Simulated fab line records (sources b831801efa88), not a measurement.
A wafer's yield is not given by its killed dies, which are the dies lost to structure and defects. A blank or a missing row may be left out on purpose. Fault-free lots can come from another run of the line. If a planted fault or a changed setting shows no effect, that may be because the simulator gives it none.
2 desks, one fault ; flow sky130 ; only its own numbers are on each desk; what lay behind them is given at the end

## THE TOOL OWNER'S DESK: wet-bench-01
The tool's own readings at SKY_GATE_OXIDE_WET_ETCH_12 (etches SiO2 in dHF, target depth 16.8 nm, time 336 s): means of the sampled wafers that have a number, for each lot that ran on this tool. If a lot's mean is further than 4 standard deviations from the usual mean, the lot is out of limits and carries the mark OUT (the distance appears in the brackets).
Columns: A = run-length-s at SKY_GATE_OXIDE_WET_ETCH_12, usual 364 s
lot;first seen here;A
L293;day 14 04:56;362
L299;day 16 15:42;370
L301;day 18 12:09;368
L304;day 18 15:56;370
L305;day 19 02:11;370
L307;day 19 10:50;349 (-4.1) OUT
This desk's finding: out of limits on L307; first on L307, day 19 10:50 (run-length-s at SKY_GATE_OXIDE_WET_ETCH_12). Within limits: L293, L299, L301, L304, L305.

## METROLOGY DESK
Means of the sampled wafers that have a number, per lot and without regard to the tool the lot ran on: this is what the gauges read. If a lot's mean is further than 4 standard deviations from the usual mean, the lot is out of limits and carries the mark OUT (the distance appears in the brackets).
Columns: A = cd-nm at SKY_SONOS_ONO_CD_MEAS_13, usual 410.2 nm; B = POLY_GATE_CVD_03_THK at SKY_POLY_GATE_THK_MEAS_04, usual 76.1 nm; C = POLY_GATE_OVL at SKY_POLY_GATE_OVL_MEAS_14, usual 0 nm
lot;first seen here;A;B;C
L291;day 12 12:52;407.0;75.7;6
L292;day 12 16:52;414.0;75.0;-2
L293;day 13 00:43;410.4;76.3;-4
L294;day 13 08:54;410.6;75.0;-1
L295;day 13 20:05;408.2;76.3;3
L299;day 15 09:40;409.6;76.6;5
L302;day 17 01:13;408.1;75.3;-3
L301;day 17 02:50;411.2;75.7;7
L304;day 17 07:50;410.6;76.6;9
L305;day 17 17:14;408.8;76.6;2
L307;day 18 02:16;412.1;75.8;-3
L312;day 19 16:10;410.1;76.2;5
L313;day 19 21:08;412.0;76.0;2
This desk's finding: nothing out of limits on any of the 13 lots.

## ALL TOGETHER
The tool owner's desk could have raised an alarm at day 19 10:50, on L307.
Nothing out of limits was seen by the metrology desk.
The metrology desk holds a record of L307, inside its limits.
Every lot named ran SKY_GATE_OXIDE_WET_ETCH_12 on wet-bench-01.

## WHAT HAD BEEN PUT IN BY THE SIMULATOR
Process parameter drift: wet-bench-01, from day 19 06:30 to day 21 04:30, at SKY_GATE_OXIDE_WET_ETCH_12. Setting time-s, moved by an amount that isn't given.
Lots struck among those shown: L307.
Hours from the fault's start to each desk's first reading out of limits: the tool owner's desk, 4.
